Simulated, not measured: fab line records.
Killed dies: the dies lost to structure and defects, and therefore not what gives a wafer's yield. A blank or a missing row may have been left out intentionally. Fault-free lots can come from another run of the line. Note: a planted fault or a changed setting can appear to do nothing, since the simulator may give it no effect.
Matching of chambers ; flow gf180mcu ; GF_V1_CMP_04 on cmp-02: 4 sister chambers
The step polishes SiO2. 4 wafers are shown with their chamber, then 8 later ones without.

## EACH WAFER AND ITS CHAMBER
wafer;chamber;motor_current_A (A)
L382.5;0;12.7
L397.3;2;12.4
L397.4;3;15.3
L399.1;1;11.2

## WAFERS WHOSE CHAMBER IS MISSING
wafer;motor_current_A (A)
L399.3;12.7
L399.6;15.6
L400.2;11.8
L400.3;12.4
L400.5;12.8
L401.1;11.7
L401.3;11.9
L401.4;15.0

## THE CHAMBER EACH PASSED THROUGH
wafer;from the rows above;in truth
L399.3;can't be placed: 0 or 2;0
L399.6;3;3
L400.2;can't be placed: 2 or 1 or 0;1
L400.3;can't be placed: 2 or 0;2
L400.5;can't be placed: 0 or 2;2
L401.1;can't be placed: 1 or 2 or 0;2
L401.3;can't be placed: 2 or 1 or 0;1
L401.4;3;3
Correctly placed: 2 of 8. Cannot be placed on the basis of these rows: 6; the candidates contain the true chamber in 6. Wrongly placed: 0.
How it was worked out, from the rows above alone: a wafer's distance from a chamber is the root of the sum, over the readings, of the square of ((its reading less the chamber's mean) divided by the reading's scatter). If the next closest chamber is less than 2 further off than the closest, the wafer can't be placed; otherwise it belongs to the closest. For every chamber, the mean is computed from those of its wafers that are shown. The scatter: with one shown wafer a chamber, the root of the mean of the squares of how far each hidden wafer lies from its nearest shown one.
